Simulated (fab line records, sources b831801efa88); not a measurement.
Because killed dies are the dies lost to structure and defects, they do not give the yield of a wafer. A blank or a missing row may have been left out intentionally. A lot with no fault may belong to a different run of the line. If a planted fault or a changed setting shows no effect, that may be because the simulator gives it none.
Matching of chambers / flow sfq_line / 4 sister chambers for SFQ_TRILAYER_L0_VIA_BARC_OPEN_VIA_ETCH_021 on rie_diel-03
The step etches BARC in O2, target depth 125 nm, time 41.7 s. 14 wafers are shown with their chamber, then 7 later ones without.

== EACH WAFER AND ITS CHAMBER ==
wafer=L077.1; chamber=2; drypump_motor_current_A (A)=6.7; oes_product_au (a.u.)=0.685
wafer=L077.3; chamber=1; drypump_motor_current_A (A)=5.3; oes_product_au (a.u.)=0.686
wafer=L077.4; chamber=3; drypump_motor_current_A (A)=6.3; oes_product_au (a.u.)=0.685
wafer=L078.2; chamber=0; drypump_motor_current_A (A)=6.1; oes_product_au (a.u.)=0.682
wafer=L078.3; chamber=3; drypump_motor_current_A (A)=6.3; oes_product_au (a.u.)=0.694
wafer=L078.4; chamber=2; drypump_motor_current_A (A)=6.7; oes_product_au (a.u.)=0.683
wafer=L081.1; chamber=0; drypump_motor_current_A (A)=6.1; oes_product_au (a.u.)=0.687
wafer=L081.3; chamber=3; drypump_motor_current_A (A)=6.3; oes_product_au (a.u.)=0.687
wafer=L081.5; chamber=2; drypump_motor_current_A (A)=6.7; oes_product_au (a.u.)=0.683
wafer=L088.2; chamber=3; drypump_motor_current_A (A)=6.3; oes_product_au (a.u.)=0.691
wafer=L088.3; chamber=1; drypump_motor_current_A (A)=5.2; oes_product_au (a.u.)=0.682
wafer=L088.4; chamber=2; drypump_motor_current_A (A)=6.7; oes_product_au (a.u.)=0.680
wafer=L092.1; chamber=2; drypump_motor_current_A (A)=6.7; oes_product_au (a.u.)=0.695
wafer=L092.4; chamber=3; drypump_motor_current_A (A)=6.3; oes_product_au (a.u.)=0.680

SIGNATURES (means of the wafers above)
reading=drypump_motor_current_A; chamber 0=6.100; chamber 1=5.250; chamber 2=6.700; chamber 3=6.300; scatter within a chamber=0.0224
reading=oes_product_au; chamber 0=0.68450; chamber 1=0.68400; chamber 2=0.68520; chamber 3=0.68740; scatter within a chamber=0.0052
Rule: a wafer's distance from a chamber is the root of the sum, over the readings, of the square of ((its reading less the chamber's mean) divided by the reading's scatter). The wafer belongs to the nearest chamber; if the next one is less than 2 further off, it can't be placed. The scatter is the square root of a quotient: the sum, over the shown wafers, of each reading's squared deviation from its chamber's mean, divided by wafers minus chambers.

== WAFERS WHOSE CHAMBER IS MISSING ==
wafer=L092.5; drypump_motor_current_A (A)=6.3; oes_product_au (a.u.)=0.684
wafer=L094.1; drypump_motor_current_A (A)=6.3; oes_product_au (a.u.)=0.688
wafer=L094.2; drypump_motor_current_A (A)=5.3; oes_product_au (a.u.)=0.682
wafer=L094.3; drypump_motor_current_A (A)=6.7; oes_product_au (a.u.)=0.688
wafer=L094.4; drypump_motor_current_A (A)=6.1; oes_product_au (a.u.)=0.687
wafer=L094.5; drypump_motor_current_A (A)=6.7; oes_product_au (a.u.)=0.679
wafer=L094.6; drypump_motor_current_A (A)=6.3; oes_product_au (a.u.)=0.676

== WHICH CHAMBER EACH ONE RAN IN ==
wafer=L092.5; from the rows above=3; in truth=3
wafer=L094.1; from the rows above=3; in truth=3
wafer=L094.2; from the rows above=1; in truth=1
wafer=L094.3; from the rows above=2; in truth=2
wafer=L094.4; from the rows above=0; in truth=0
wafer=L094.5; from the rows above=2; in truth=2
wafer=L094.6; from the rows above=3; in truth=3
7 of 7 placed correctly. Left unplaced by these rows: 0. Number placed wrongly: 0.
